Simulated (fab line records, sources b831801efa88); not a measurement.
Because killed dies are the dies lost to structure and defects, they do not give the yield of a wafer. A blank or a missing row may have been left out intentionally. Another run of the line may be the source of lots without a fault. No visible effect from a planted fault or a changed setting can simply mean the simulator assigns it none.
Which tool is to blame? ; flow sfqLine ; 14 lots, 42 wafers sampled, at 1 step of a route of 325

== WHAT THE GAUGES READ, wafer by wafer ==
Not one reading of a measure or inspect step in the record can be checked against a usual standard deviation.

== TOOL THAT RAN EACH LOT (tool first, then ch and the chambers of the sampled wafers, then the start) ==
lot;SFQ_TRILAYER_I7_VIA_BARC_OPEN_VIA_ETCH_260
L586;rieDiel-04 ch 0,3, day 85 23:53
L587;rieDiel-03 ch 1,2, day 86 21:29
L589;rieDiel-01 ch 0,2,3, day 87 06:42
L590;rieDiel-04 ch 1,2,3, day 87 11:30
L591;rieDiel-03 ch 0,1, day 87 21:06
L596;rieDiel-01 ch 0,1,3, day 89 14:09
L597;rieDiel-03 ch 0,1,2, day 89 17:45
L601;rieDiel-04 ch 0,1, day 90 11:45
L600;rieDiel-03 ch 1,2,3, day 90 16:41
L602;rieDiel-04 ch 0,2,3, day 91 00:38
L604;rieDiel-01 ch 0,2,3, day 91 03:32
L605;rieDiel-04 ch 0,1, day 91 04:44
L608;rieDiel-01 ch 0,3, day 93 07:40
L609;rieDiel-04 ch 0,3, day 93 12:16
- SFQ_TRILAYER_I7_VIA_BARC_OPEN_VIA_ETCH_260: etches BARC in O2, target depth 125 nm, time 41.7 s.

== WHAT THE TOOLS THEMSELVES READ (means of the sampled wafers that have a number; where no wafer has one, the mark that the record gives instead) ==
SFQ_TRILAYER_I7_VIA_BARC_OPEN_VIA_ETCH_260. Usual: drypumpMotorCurrentA 5.8 A, standard deviation 0.41; oesProductAu 0.685 a.u., standard deviation 0.0046; rfFwdPowerW 495.1 W, standard deviation 2.1.
lot;tool;drypumpMotorCurrentA (A);oesProductAu (a.u.);rfFwdPowerW (W);flag
L586;rieDiel-04;5.8;0.687;494.8;
L587;rieDiel-03;5.8;0.683;495.9;
L589;rieDiel-01;5.6;0.681;496.6;
L590;rieDiel-04;5.7;0.684;496.1;
L591;rieDiel-03;5.8;0.687;494.0;
L596;rieDiel-01;5.6;0.681;496.7;
L597;rieDiel-03;6.1;0.689;695.9;OFF
L601;rieDiel-04;5.5;0.687;497.5;
L600;rieDiel-03;6.1;0.685;696.1;OFF
L602;rieDiel-04;5.9;0.685;495.0;
L604;rieDiel-01;5.6;0.687;495.5;
L605;rieDiel-04;5.8;0.688;494.3;
L608;rieDiel-01;5.4;0.687;496.3;
L609;rieDiel-04;5.7;0.688;495.1;

== THE ANSWER, worked out from the rows above alone ==
Rule: a lot is off if the mean of its wafers that have a number lies more than 3 standard deviations from the usual mean. Also off: a lot with no number at a reading for which 4 or more lots have one. Any other lot the step has rows for is counted as sound. First the gauges in route order, then the tools' own readings, where a lot's mean is used as printed above. At the first step where some lot is off, the reading lying furthest off is the one used; lots without a number count as furthest.
Off at SFQ_TRILAYER_I7_VIA_BARC_OPEN_VIA_ETCH_260 (rfFwdPowerW): L597, L600.
If a tool, at that step or one of the process steps before it, ran each lot that is off and ran no sound lot following the first of them, it fits. One fits: SFQ_TRILAYER_I7_VIA_BARC_OPEN_VIA_ETCH_260 on rieDiel-03. A fault onset in the window from L591 (day 87 21:06, its last sound lot) to L597 (day 89 17:45, its first lot off) fits.
The tool's own readings at SFQ_TRILAYER_I7_VIA_BARC_OPEN_VIA_ETCH_260 bear it out: on the lots that are off they differ by more than 5 times the standard deviation of the sound lots' means. rfFwdPowerW reads 696.0 W there against 495.6 W on the sound lots.

== WHAT THE SIMULATOR PUT IN ==
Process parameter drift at SFQ_TRILAYER_I7_VIA_BARC_OPEN_VIA_ETCH_260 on rieDiel-03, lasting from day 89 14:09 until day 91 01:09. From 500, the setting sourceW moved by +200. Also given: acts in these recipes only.
Shown lots that were struck: L597, L600. The rule above reached the same finding.
